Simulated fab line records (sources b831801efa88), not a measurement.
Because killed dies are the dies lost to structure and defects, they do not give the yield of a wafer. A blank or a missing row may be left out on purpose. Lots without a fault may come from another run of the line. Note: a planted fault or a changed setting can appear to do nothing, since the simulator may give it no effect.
fab line records	flow sky130
record: lots: 6	wafers: 18	last-day: 50
route steps=708 shown VIA3@582 PAD_OPEN@708
lots untouched by any fault: they come from a run of this same line in which no faults occurred
start-h: hours from the record's first day to the start of the lot's first wafer shown	wait-h: hours elapsed since this lot's preceding step	" identical to the entry in the row above	L1.1+2: a single row standing in for several wafers	- no value, or no start given	* or withheld: withheld	< > ~ a bound
route shown NAME@n: names a module that has steps shown in the file, with the first one's number in the route	usual: mean/standard deviation taken from wafers without a fault	same: alike in all rows	chamber/n: place in a boat	sites: readings site by site	_std_site: the values' standard deviation	_edge_site: outer sites' mean less inner sites'	radius-mm: how far each site lies from the wafer's centre	mask NAME#n: copy n	behind: the most recent tool/chamber to have shaped the wafer	hold: cause of the lot's hold/its duration in hours/its outcome	device: the n, p or np transistor that did not switch	end of line: tests of these same wafers at the route's end	where a step has no rows: the recipe by itself	killed: dies that structure and defects cost at the first sort, which is not the same as the wafer's yield	map: a wafer's dies, marking killed ones x, the rest . and places with no die _
set.NAME: the setting that was run; set.NAME@STEP: the one run at that earlier step	model.NAME: the simulator's own value behind a step, which no gauge read
lots seen at some steps along the route; tables by step, rows by wafer
services: the hour from which a tool's chamber was out of use, counted from the record's first day as start-h (under 0 if before that day), plus the number of hours and why
== steps ==
step: SKY_VIA3_EXPOSE_09
recipe: mask-id: VIM3	na: 0.8	source-shape: annular	sigma-inner: 0.55	sigma-outer: 0.85	target-cd-nm: 200	dose-mj: 38
step: SKY_VIA3_PEB_10
recipe: peb-temp-c: withheld	peb-time-s: withheld	resist: KrF-thick
step: SKY_VIA3_DEVELOP_11
recipe: develop-time-s: 60	resist: KrF-thick	dev-temp-c: 21
step: SKY_VIA3_CD_MEAS_12
recipe: target-cd-nm: 200
usual: cd-nm: 199.7/1.5
lot.wafer	tool	chamber	start-h	wait-h	cd-nm
L526.1	cd-sem-01	-	943.03	-	198.4
L526.3	"	-	"	"	199.5
L526.6	"	-	"	"	198.4
L529.1	cd-sem-01	-	962.14	-	200.1
L529.2	"	-	"	"	199.9
L529.3	"	-	"	"	200.6
L532.1	cd-sem-02	-	984.89	-	198.4
L532.3	"	-	"	"	200.0
L532.4	"	-	"	"	199.7
L534.1	cd-sem-02	-	997.88	-	199.4
L534.3	"	-	"	"	199.2
L534.4	"	-	"	"	199.4
L542.2	cd-sem-01	-	1052.10	-	201.0
L542.3	"	-	"	"	199.2
L542.5	"	-	"	"	201.5
L545.3	cd-sem-01	-	1082.27	-	196.9
L545.4	"	-	"	"	195.9
L545.5	"	-	"	"	196.5
step: SKY_VIA3_OVL_MEAS_13
usual: VIA3_OVL: -5/5.2
lot.wafer	tool	chamber	start-h	wait-h	VIA3_OVL[nm]
L526.1	overlay-02	-	943.15	0.1	-4
L526.3	"	-	"	"	-1
L526.6	"	-	"	"	-3
L529.1	overlay-02	-	962.26	0.1	2
L529.2	"	-	"	"	-9
L529.3	"	-	"	"	-7
L532.1	overlay-01	-	985.01	0.1	-4
L532.3	"	-	"	"	-12
L532.4	"	-	"	"	-10
L534.1	overlay-02	-	998.00	0.1	-6
L534.3	"	-	"	"	2
L534.4	"	-	"	"	-1
L542.2	overlay-01	-	1052.21	0.1	-7
L542.3	"	-	"	"	-4
L542.5	"	-	"	"	-8
L545.3	overlay-02	-	1082.36	0.1	-12
L545.4	"	-	"	"	-13
L545.5	"	-	"	"	-8
step: SKY_VIA3_ETCH_14
recipe: chemistry: N2/H2	target: BARC	ion-energy-ev: 200	source-w: 500	bias-w: 100	pressure-mtorr: 30	n2-flow-sccm: 100	h2-flow-sccm: 200	stop-on: SiO2	time-s: 45.9	target-depth-a: 600
usual: drypump-motor-current-A: 5.9/0.38	h2-flow-sccm: 200.0/0.57	oes-product-au: 0.854/0.0053	throttle-valve-pct: 13.225/0.0092
lot.wafer	tool	chamber	start-h	wait-h	drypump-motor-current-A	h2-flow-sccm	oes-product-au	rf-hours-counter-h	throttle-valve-pct
L526.1	rie-diel-03	3	943.19	0.0	6.3	199.3	0.851	10	13.213
L526.3	"	0	"	"	5.7	199.5	0.853	2	13.235
L526.6	"	3	"	"	6.3	199.8	0.855	-	13.220
L529.1	rie-diel-04	1	962.29	0.0	6.2	200.0	0.842	12	13.217
L529.2	"	3	"	"	5.9	200.8	0.856	18	13.230
L529.3	"	0	"	"	5.8	199.5	0.852	9	13.229
L532.1	rie-diel-01	3	985.05	0.0	5.1	199.9	0.854	11	13.233
L532.3	"	2	"	"	5.4	199.4	0.861	6	13.236
L532.4	"	1	"	"	5.6	200.5	0.855	20	13.230
L534.1	rie-diel-03	2	998.04	0.0	6.0	200.0	0.855	19	13.216
L534.3	"	1	"	"	6.0	201.1	0.859	1	13.216
L534.4	"	0	"	"	5.7	200.1	0.861	4	13.220
L542.2	rie-diel-04	1	1052.24	0.0	6.2	198.9	0.853	14	13.229
L542.3	"	3	"	"	5.9	201.1	0.860	21	13.214
L542.5	"	1	"	"	6.2	199.7	0.849	-	13.229
L545.3	rie-diel-01	2	1082.39	0.0	5.4	199.6	0.855	10	13.228
L545.4	"	0	"	"	5.9	199.4	0.852	-	13.225
L545.5	"	3	"	"	5.1	200.1	0.841	-	13.229
step: SKY_VIA3_ETCH_15
recipe: target: SiO2	chemistry: C4F8/O2/Ar	target-depth-nm: 507	stop-on: TiN	mask-material: KrF-thick	source-w: 1500	bias-w: 1200	pressure-mtorr: 40	c4f8-flow-sccm: withheld	O2_flow_sccm: 6	Ar_flow_sccm: 300	time-s: 78
usual: oes-product-au: 0.941/0.0049
lot.wafer	tool	chamber	start-h	wait-h	oes-product-au	rf-hours-counter-h
L526.1	rie-diel-03	3	943.23	0.0	0.938	10
L526.3	"	0	"	"	0.948	2
L526.6	"	3	"	"	0.941	-
L529.1	rie-diel-04	1	962.33	0.0	0.945	12
L529.2	"	3	"	"	0.936	18
L529.3	"	0	"	"	0.945	9
L532.1	rie-diel-01	3	985.09	0.0	0.939	11
L532.3	"	2	"	"	0.946	6
L532.4	"	1	"	"	0.952	20
L534.1	rie-diel-03	2	998.08	0.0	0.946	19
L534.3	"	1	"	"	0.942	1
L534.4	"	0	"	"	0.940	4
L542.2	rie-diel-04	1	1052.28	0.0	0.933	15
L542.3	"	3	"	"	0.936	21
L542.5	"	1	"	"	0.940	-
L545.3	rie-diel-01	2	1082.43	0.0	0.944	10
L545.4	"	0	"	"	0.937	-
L545.5	"	3	"	"	0.942	-
step: SKY_VIA3_STRIP_16
recipe: chemistry: O2/N2	power-w: 1400	pressure-mtorr: 1500	platen-temp-c: withheld	o2-flow-sccm: 3000	n2-flow-sccm: 300	overash-fraction: 0.5
usual: drypump-motor-current-A: 5.7/0.49	oes-product-au: 0.401/0.0048	strip-time-to-endpoint-s: 4.119/0.026
lot.wafer	tool	chamber	start-h	wait-h	drypump-motor-current-A	oes-product-au	rf-hours-counter-h	strip-time-to-endpoint-s
L526.1	plasma-asher-01	0	943.29	0.0	6.4	0.411	53	4.168
L526.3	"	0	"	"	6.4	0.407	-	4.162
L526.6	"	1	"	"	5.6	0.405	-	4.154
L529.1	plasma-asher-03	1	962.39	0.0	6.1	0.400	19	4.107
L529.2	"	0	"	"	5.2	0.406	19	4.117
L529.3	"	1	"	"	6.1	0.395	-	4.078
L532.1	plasma-asher-04	1	985.15	0.0	5.2	0.394	117	4.093
L532.3	"	0	"	"	5.0	0.407	-	4.104
L532.4	"	1	"	"	5.2	0.398	-	4.123
L534.1	plasma-asher-03	1	998.14	0.0	6.1	0.397	22	4.151
L534.3	"	0	"	"	5.2	0.406	-	4.143
L534.4	"	1	"	"	6.1	0.399	-	4.159
L542.2	plasma-asher-01	1	1052.34	0.0	5.7	0.405	63	4.096
L542.3	"	0	"	"	6.3	0.400	-	4.088
L542.5	"	1	"	"	5.7	0.395	-	4.101
L545.3	plasma-asher-01	0	1082.52	0.1	6.3	0.394	-	4.103
L545.4	"	1	"	"	5.6	0.397	-	4.128
L545.5	"	1	"	"	5.6	0.396	-	4.105
step: SKY_VIA3_STRIP_17
recipe: chemistry: post-etch-residue-remover	time-s: 1200	temp-c: 72.5
step: SKY_VIA3_CLEAN_18
recipe: chemistry: IPA	time-s: 180	temp-c: 25
step: SKY_VIA3_CLEAN_19
recipe: chemistry: O3/DIW	dry: n2-spin
step: SKY_VIA3_SPUTTER_20
recipe: material: TiN	target-thk-nm: 20	chamber-pressure-pa: 5	power-w: 4000	time-s: 80
usual: throttle-valve-pct: 29.4/0.86
lot.wafer	tool	chamber	start-h	wait-h	throttle-valve-pct
L526.1	pvd-sputter-04	-	943.93	0.0	30.9
L526.3	"	-	"	"	28.8
L526.6	"	-	"	"	30.8
L529.1	pvd-sputter-02	-	962.98	0.0	30.2
L529.2	"	-	"	"	29.5
L529.3	"	-	"	"	29.4
L532.1	pvd-sputter-02	-	985.74	0.0	29.3
L532.3	"	-	"	"	30.2
L532.4	"	-	"	"	29.2
L534.1	pvd-sputter-03	-	998.75	0.0	28.2
L534.3	"	-	"	"	29.3
L534.4	"	-	"	"	29.0
L542.2	pvd-sputter-03	-	1052.94	0.0	30.9
L542.3	"	-	"	"	27.8
L542.5	"	-	"	"	29.2
L545.3	pvd-sputter-03	-	1083.09	0.0	29.4
L545.4	"	-	"	"	30.7
L545.5	"	-	"	"	30.9
step: SKY_VIA3_CVD_21
recipe: material: W	target-thk-nm: 390	time-s: 117.31	temp-c: 400	pressure-torr: 40
usual: heater-power-w: 880/87
lot.wafer	tool	chamber	start-h	wait-h	heater-power-w	model.W_of_VIA3_CVD_21.thk-nm
L526.1	cvd-w-02	0	943.99	0.0	1017	383.7
L526.3	"	0	"	"	1011	388.5
L526.6	"	1	"	"	854	396.2
L529.1	cvd-w-01	1	963.05	0.0	768	383
L529.2	"	0	"	"	873	384.7
L529.3	"	0	"	"	881	389.9
L532.1	cvd-w-01	0	985.80	0.0	890	413.8
L532.3	"	0	"	"	876	419.6
L532.4	"	1	"	"	775	410.7
L534.1	cvd-w-01	0	998.81	0.0	901	412.5
L534.3	"	0	"	"	902	417.7
L534.4	"	1	"	"	838	412.1
L542.2	cvd-w-02	0	1053.00	0.0	1030	384.5
L542.3	"	1	"	"	844	388.9
L542.5	"	1	"	"	845	396.3
L545.3	cvd-w-02	1	1083.19	0.1	842	400.3
L545.4	"	0	"	"	1026	384.1
L545.5	"	1	"	"	832	395
step: SKY_VIA3_RS_MEAS_22
recipe: thk-meas-gauge: four-point-probe	reads: W_of_VIA3_CVD_21+TiN_of_VIA3_SPUTTER_20
usual: VIA3_W_RS: 0.295/0.0045
lot.wafer	tool	chamber	start-h	wait-h	VIA3_W_RS[ohm/sq]
L526.1	film-metro-04	-	944.11	0.1	0.299
L526.3	"	-	"	"	0.295
L526.6	"	-	"	"	0.289
L529.1	film-metro-03	-	963.17	0.1	0.300
L529.2	"	-	"	"	0.298
L529.3	"	-	"	"	0.294
L532.1	film-metro-01	-	985.92	0.1	0.276
L532.3	"	-	"	"	0.273
L532.4	"	-	"	"	0.279
L534.1	film-metro-03	-	998.93	0.1	0.278
L534.3	"	-	"	"	0.274
L534.4	"	-	"	"	0.278
L542.2	film-metro-01	-	1053.14	0.1	0.298
L542.3	"	-	"	"	0.295
L542.5	"	-	"	"	0.289
L545.3	film-metro-01	-	1083.31	0.1	0.286
L545.4	"	-	"	"	0.298
L545.5	"	-	"	"	0.290
step: SKY_VIA3_THK_MEAS_23
recipe: thk-meas-gauge: xrf	reads: W_of_VIA3_CVD_21
usual: VIA3_W_THK: 388/9.1
lot.wafer	tool	chamber	start-h	wait-h	VIA3_W_THK[nm]
L526.1	film-metro-04	-	944.23	0.1	386
L526.3	"	-	"	"	392
L526.6	"	-	"	"	398
L529.1	film-metro-03	-	963.29	0.1	377
L529.2	"	-	"	"	375
L529.3	"	-	"	"	384
L532.1	film-metro-01	-	986.04	0.1	423
L532.3	"	-	"	"	428
L532.4	"	-	"	"	417
L534.1	film-metro-03	-	999.05	0.1	406
L534.3	"	-	"	"	408
L534.4	"	-	"	"	401
L542.2	film-metro-01	-	1053.25	0.1	390
L542.3	"	-	"	"	395
L542.5	"	-	"	"	404
L545.3	film-metro-01	-	1083.41	0.1	401
L545.4	"	-	"	"	386
L545.5	"	-	"	"	394
step: SKY_VIA3_CMP_24
recipe: stop-on: SiO2	t-overpolish-s: 20	down-force-psi: 3.5	platen-rpm: 60	target-thk-nm: 0	pad-velocity-m-s: 0.94248
usual: motor-current-A: 10.8/0.92	slurry-filter-dp-kPa: 13.50/0.16	slurry-flow-ml-min: 150.0/0.48
lot.wafer	tool	chamber	start-h	wait-h	motor-current-A	slurry-filter-dp-kPa	slurry-flow-ml-min
L526.1	cmp-01	1	944.34	0.1	10.0	13.72	149.7
L526.3	"	3	"	"	10.9	13.37	150.1
L526.6	"	0	"	"	12.4	13.67	150.8
L529.3	cmp-01	3	963.35	0.0	11.2	13.32	149.8
L529.1	"	0	"	"	11.3	13.65	150.6
L529.2	"	1	"	"	9.9	13.37	150.7
L532.1	cmp-02	1	986.15	0.1	11.7	13.53	150.4
L532.4	"	2	"	"	9.6	13.37	150.6
L532.3	"	3	"	"	12.1	13.53	150.9
L534.1	cmp-01	2	999.18	0.1	10.6	13.55	150.4
L534.4	"	3	"	"	10.9	13.60	150.2
L534.3	"	0	"	"	11.8	13.49	150.5
L542.3	cmp-01	1	1053.35	0.1	9.7	13.87	150.8
L542.2	"	3	"	"	11.0	13.53	150.1
L542.5	"	0	"	"	11.8	13.32	149.6
L545.3	cmp-01	1	1083.50	0.1	10.0	13.57	149.9
L545.4	"	3	"	"	10.7	13.48	150.6
L545.5	"	0	"	"	11.2	13.52	149.8
step: SKY_PAD_OPEN_PROBE_99
usual: defect-limited-yield: 82.5/1.8	killed_at_M0_to_M3: 45/6.8	killed_at_M4_up: 3.1/2	killed-at-contacts: 23/5.2	killed-at-front-end: 14/3.7	killed-at-other: 0.3/0.61	killed-dies: 86/9	killed-open: 46/6.9	killed-short: 39/6.4	sort_bin_3_pad_short: 0.9/0.44	sort_bin_5_function: 10.5/1.4	sort_bin_6_memory: 6.1/1.1	sort-n-pass: 406/9	sort-yield-pct: 82.5/1.8
same: gross-dies: 492	killed-at-back-side: 0	sort_bin_4_leakage[%]: 0	sort_bin_8_speed[%]: 0
lot.wafer	tool	chamber	start-h	wait-h	defect-limited-yield[%]	killed_at_M0_to_M3	killed_at_M4_up	killed-at-contacts	killed-at-front-end	killed-at-other	killed-dies	killed-open	killed-short	sort_bin_3_pad_short[%]	sort_bin_5_function[%]	sort_bin_6_memory[%]	sort-n-pass	sort-yield-pct[%]
L526.1	prober-01	-	1087.96	0.1	83.1	37	3	27	14	2	83	50	32	0.2	8.7	7.9	409	83.1
L526.3	prober-01	-	1088.06	0.2	82.7	39	2	25	19	0	85	40	45	0.8	11.0	5.5	407	82.7
L526.6	prober-01	-	1088.21	0.2	86.6	31	6	16	13	0	66	32	33	0.6	7.5	5.3	426	86.6
L529.1	prober-02	-	1103.77	0.1	81.1	59	2	23	9	0	93	57	34	1.4	10.8	6.7	399	81.1
L529.2	prober-02	-	1103.82	0.1	84.8	40	1	23	11	0	75	42	33	0.6	9.3	5.3	417	84.8
L529.3	prober-02	-	1103.87	0.2	84.3	48	4	13	10	2	77	44	32	0.2	9.8	5.7	415	84.3
L532.1	prober-01	-	1120.81	0.1	84.6	44	1	18	13	0	76	51	25	0.6	9.6	5.3	416	84.6
L532.3	prober-01	-	1120.91	0.2	83.5	40	1	23	17	0	81	38	43	1.0	9.3	6.1	411	83.5
L532.4	prober-01	-	1120.96	0.2	82.5	42	1	26	15	2	86	44	42	1.4	10.2	5.9	406	82.5
L534.1	prober-01	-	1134.00	0.1	83.1	39	3	26	15	0	83	45	38	1.2	9.1	6.5	409	83.1
L534.3	prober-01	-	1134.10	0.2	85.2	41	0	18	13	1	73	45	28	0.6	10.2	4.1	419	85.2
L534.4	prober-01	-	1134.15	0.2	78.9	58	5	25	16	0	104	60	44	1.0	12.2	7.9	388	78.9
L542.2	prober-01	-	1175.86	0.1	82.1	47	5	23	13	0	88	58	29	0.6	11.6	5.7	404	82.1
L542.3	prober-01	-	1175.91	0.2	82.1	41	3	31	13	0	88	48	40	1.2	11.4	5.3	404	82.1
L542.5	prober-01	-	1176.01	0.2	85.2	34	2	25	12	0	73	37	36	1.0	8.9	4.9	419	85.2
L545.3	prober-01	-	1199.77	0.2	83.3	43	4	21	13	1	82	36	46	1.0	10.0	5.7	410	83.3
L545.4	prober-01	-	1199.82	0.2	82.9	44	2	22	16	0	84	44	40	0.8	10.2	6.1	408	82.9
L545.5	prober-01	-	1199.87	0.2	86.6	38	5	14	9	0	66	36	30	0.2	9.3	3.9	426	86.6
killed by level:class
L526.1 CONTACT:geometric-particle:open=11 VIA1:geometric-particle:open=9 POLY_GATE:geometric-particle:open=7 VIA3:geometric-particle:open=7 LI_CONTACT:geometric-particle:open=6 VIA2:geometric-particle:open=5 LI_CONTACT:geometric-particle:short=4 METAL1:geometric-particle:short=4
L526.3 CONTACT:geometric-particle:open=7 CONTACT:geometric-particle:short=7 VIA1:geometric-particle:open=7 POLY_GATE:geometric-particle:short=6 LI_CONTACT:geometric-particle:open=6 METAL2:geometric-particle:short=6 VIA3:geometric-particle:short=6 POLY_GATE:geometric-particle:open=5
L526.6 VIA1:geometric-particle:open=8 METAL1:geometric-particle:short=7 CONTACT:geometric-particle:open=7 LI_CONTACT:geometric-particle:open=4 VIA2:geometric-particle:open=4 VIA3:geometric-particle:short=4 METAL4:geometric-particle:short=4 POLY_GATE:geometric-particle:short=3
L529.1 VIA1:geometric-particle:open=13 VIA2:geometric-particle:open=12 LI_CONTACT:geometric-particle:open=9 CONTACT:geometric-particle:open=8 METAL1:geometric-particle:short=8 METAL2:geometric-particle:short=7 VIA3:geometric-particle:open=7 VIA1:geometric-particle:short=4
L529.2 VIA1:geometric-particle:open=11 CONTACT:geometric-particle:open=8 VIA2:geometric-particle:open=6 CONTACT:geometric-particle:short=5 LI_CONTACT:geometric-particle:open=4 VIA1:geometric-particle:short=4 VIA3:geometric-particle:open=4 POLY_GATE:geometric-particle:short=3
L529.3 VIA1:geometric-particle:open=12 VIA3:geometric-particle:open=8 VIA2:geometric-particle:open=6 LI_CONTACT:geometric-particle:open=5 METAL1:geometric-particle:short=5 VIA3:geometric-particle:short=5 CONTACT:geometric-particle:open=4 VIA1:geometric-particle:short=4
L532.1 VIA1:geometric-particle:open=13 VIA2:geometric-particle:open=9 CONTACT:geometric-particle:open=6 VIA3:geometric-particle:open=5 FIELD_ISO:geometric-particle:open=4 LI_CONTACT:geometric-particle:open=4 VIA2:geometric-particle:short=4 FIELD_ISO:geometric-particle:short=3
L532.3 VIA1:geometric-particle:open=7 POLY_GATE:geometric-particle:short=6 LI_CONTACT:geometric-particle:open=6 CONTACT:geometric-particle:open=6 METAL1:geometric-particle:short=6 METAL2:geometric-particle:short=6 VIA2:geometric-particle:open=6 FIELD_ISO:geometric-particle:short=4
L532.4 CONTACT:geometric-particle:open=13 VIA1:geometric-particle:open=7 FIELD_ISO:geometric-particle:short=6 VIA2:geometric-particle:open=6 VIA1:geometric-particle:short=6 VIA3:geometric-particle:open=6 LOCAL_INTERCONNECT:geometric-particle:short=5 METAL2:geometric-particle:short=5
L534.1 CONTACT:geometric-particle:open=9 VIA1:geometric-particle:open=9 METAL1:geometric-particle:short=8 FIELD_ISO:geometric-particle:open=6 CONTACT:geometric-particle:short=6 LI_CONTACT:geometric-particle:short=5 LI_CONTACT:geometric-particle:open=5 VIA2:geometric-particle:open=5
L534.3 VIA1:geometric-particle:open=11 CONTACT:geometric-particle:open=8 VIA2:geometric-particle:open=8 LI_CONTACT:geometric-particle:open=6 METAL1:geometric-particle:short=4 VIA1:geometric-particle:short=4 POLY_GATE:geometric-particle:short=3 METAL3:geometric-particle:short=3
L534.4 CONTACT:geometric-particle:open=12 VIA1:geometric-particle:open=11 VIA3:geometric-particle:open=10 VIA2:geometric-particle:open=9 METAL2:geometric-particle:short=7 LI_CONTACT:geometric-particle:open=6 METAL1:geometric-particle:short=5 VIA1:geometric-particle:short=5
L542.2 VIA1:geometric-particle:open=13 CONTACT:geometric-particle:open=11 VIA3:geometric-particle:open=8 LI_CONTACT:geometric-particle:open=6 VIA2:geometric-particle:open=5 POLY_GATE:geometric-particle:open=4 VIA1:geometric-particle:short=4 METAL2:geometric-particle:short=4
L542.3 VIA1:geometric-particle:open=11 CONTACT:geometric-particle:open=8 LI_CONTACT:geometric-particle:open=6 CONTACT:geometric-particle:short=6 POLY_GATE:geometric-particle:open=5 LI_CONTACT:geometric-particle:short=5 LOCAL_INTERCONNECT:geometric-particle:short=5 VIA3:geometric-particle:open=5
L542.5 CONTACT:geometric-particle:open=10 VIA1:geometric-particle:open=8 CONTACT:geometric-particle:short=7 METAL1:geometric-particle:short=5 VIA1:geometric-particle:short=5 VIA2:geometric-particle:open=5 LOCAL_INTERCONNECT:geometric-particle:short=4 VIA3:geometric-particle:short=4
L545.3 LI_CONTACT:geometric-particle:open=12 VIA1:geometric-particle:open=8 VIA1:geometric-particle:short=7 FIELD_ISO:geometric-particle:short=4 POLY_GATE:geometric-particle:short=4 METAL1:geometric-particle:short=4 METAL1:geometric-particle:open=4 VIA3:geometric-particle:short=4
L545.4 VIA1:geometric-particle:open=12 VIA2:geometric-particle:open=8 VIA1:geometric-particle:short=7 LI_CONTACT:geometric-particle:open=6 CONTACT:geometric-particle:open=6 METAL1:geometric-particle:short=6 FIELD_ISO:geometric-particle:short=4 LOCAL_INTERCONNECT:geometric-particle:short=4
L545.5 VIA1:geometric-particle:open=7 VIA3:geometric-particle:open=6 VIA1:geometric-particle:short=6 VIA2:geometric-particle:open=6 METAL4:geometric-particle:short=4 FIELD_ISO:geometric-particle:open=4 LI_CONTACT:geometric-particle:open=4 CONTACT:geometric-particle:open=4
== services ==
tool	chamber	start-h	hours	kind
rie-diel-04	0	924.83	5.9	repair
rie-diel-03	1	927.41	5.7	repair
rie-diel-03	0	935.76	3.3	repair
cmp-01	-	938.68	1.7	repair
cmp-01	-	956.46	3.9	pm
rie-diel-04	0	976.29	4.5	repair
pvd-sputter-04	-	978.96	110.0	repair
plasma-asher-01	-	983.80	0.5	repair
rie-diel-04	0	1000.48	5.6	repair
cvd-w-01	-	1011.15	6.9	pm
cmp-01	-	1012.02	0.3	repair
plasma-asher-04	-	1012.03	1.5	repair
plasma-asher-03	-	1023.49	1.2	repair
pvd-sputter-02	-	1025.53	7.7	repair
plasma-asher-03	-	1029.62	1.6	repair
rie-diel-04	3	1030.54	4.0	repair
cmp-02	-	1034.82	0.7	repair
plasma-asher-01	-	1038.17	1.8	repair
cmp-01	-	1042.46	10.5	pm
cmp-02	-	1052.93	16.2	pm
rie-diel-01	1	1054.73	29.8	repair
plasma-asher-04	-	1055.30	9.0	pm
cmp-01	-	1071.82	1.6	repair
plasma-asher-03	-	1072.81	8.8	repair
== key ==
first-sign: step: SKY_VIA3_RS_MEAS_22	reading: VIA3_W_RS	direction: down	sigmas: 4.2	usual: 0.295	struck: 0.277
effect: step: SKY_VIA3_THK_MEAS_23	reading: VIA3_W_THK	direction: up	sigmas: 2.8	usual: 388	struck: 414
model-effect: step: SKY_VIA3_CVD_21	value: W_of_VIA3_CVD_21.thk-nm	without: 388.7	struck: 414.4
met-at SKY_VIA3_CVD_21
struck-wafers L532.1,L532.3,L532.4,L534.1,L534.3,L534.4
onset-between 963.05 985.80
fault: kind: process-parameter-drift	tool: cvd-w-01	chamber: -	onset-h: 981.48	steps: SKY_VIA3_CVD_21	channel: target-thk-nm	offset: 25.821	shape: step	end-h: 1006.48	acts-in: these-recipes-only	stated: 390
